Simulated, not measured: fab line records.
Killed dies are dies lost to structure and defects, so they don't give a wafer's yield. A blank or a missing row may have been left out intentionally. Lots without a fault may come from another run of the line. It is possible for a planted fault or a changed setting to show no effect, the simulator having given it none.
Problem report in the 8D (eight disciplines) form, filled by code || flow sky130 || the parts of the form that need people (team, actions taken, sign-off) are left out

== 1. THE PROBLEM ==
Mean VIA4_HDPCVD_THK at SKY_VIA4_THK_MEAS_01: 1588 nm over 6 wafers in 2 lots; fault-free wafers: 1745 nm, standard deviation 15. Relative to the usual mean, that is a shift of -10 standard deviations.
First seen on wafer L868.1, day 43 17:31, on film-metro-04. Wafers with a number at this step in the record: 33, from 11 lots. Rule for "out" (also "out of limits"): further than 4 standard deviations from the usual mean. The other wafers with a number count as sound.

== 2. WHAT IT IS; WHAT IT IS NOT ==
{"question": "which readings at this step", "is": "VIA4_HDPCVD_THK", "is not": "-"}
{"question": "which lots", "is": "L868, L869", "is not": "L862, L863, L864, L875, L879, L881, L883, L884, L885"}
{"question": "which wafers of those lots", "is": "all that have a number", "is not": "-"}
{"question": "read on which gauges", "is": "film-metro-02, film-metro-04", "is not": "film-metro-01"}
{"question": "when", "is": "from day 43 17:31", "is not": "up to then (9 sound wafers); but 18 sound wafers of L875, L879, L881, L883, L884, L885 came after"}

== 3. SUSPECTS, AND WHAT RULES EACH OUT ==
Counting: a tool stays on the suspect list if, at a process step up to the reading, it processed all lots that are out and no sound lot following the first of them.
- the gauge at SKY_VIA4_THK_MEAS_01: ruled out. The wafers that are out were read on 2 gauges (film-metro-02, film-metro-04).
- hdpcvd-01 at SKY_VIA4_HDPCVD_00 (deposits SiO2, target thk 1750 nm, time 291.7 s): ruled out as a lasting fault. The sound lots L879, L881, L883, L884, L885 went through it after L868, its earliest lot that is out (day 43 17:20).
Left after counting: nothing in the record.

== 4. THE CAUSE (what the simulator had put in) ==
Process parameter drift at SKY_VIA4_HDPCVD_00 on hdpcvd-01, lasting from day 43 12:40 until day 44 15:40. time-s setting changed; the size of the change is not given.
The count ruled it out by mistake, since the rule takes a fault to strike every lot its tool runs from the start of the fault on, and this one did not do so.

== 5. SEQUENCE OF EFFECTS, ordered by route ==
Rows list readings where the struck wafers' mean (over those with a number) sits beyond 3 standard deviations from the usual. Only readings for which the record gives a usual standard deviation are gone through. hours: the time from each lot's start at the first step in this table that gives one to its start at this step, as a median over the lots. sigmas: the change in usual standard deviations.
{"hours": 0, "step": "SKY_VIA4_HDPCVD_00", "reading": "run-length-s", "usual": "319.6 s", "on struck wafers": 295.6, "change": -24.0, "sigmas": -48}
{"hours": 0, "step": "SKY_VIA4_THK_MEAS_01", "reading": "VIA4_HDPCVD_THK", "usual": "1745 nm", "on struck wafers": 1588, "change": -157, "sigmas": -10}
Its process steps:
- SKY_VIA4_HDPCVD_00: deposits SiO2, target thk 1750 nm, time 291.7 s.

== 6. HOW IT WOULD HAVE BEEN CAUGHT EARLIER ==
5 hours passed between the start of the fault at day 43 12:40 and the first reading out of limits at a measuring or inspecting step in this record, taken at day 43 17:31.
Tool's own readings at SKY_VIA4_HDPCVD_00, run-length-s: out on all struck wafers the step has rows for; an alarm limit on them would have tripped on the first.
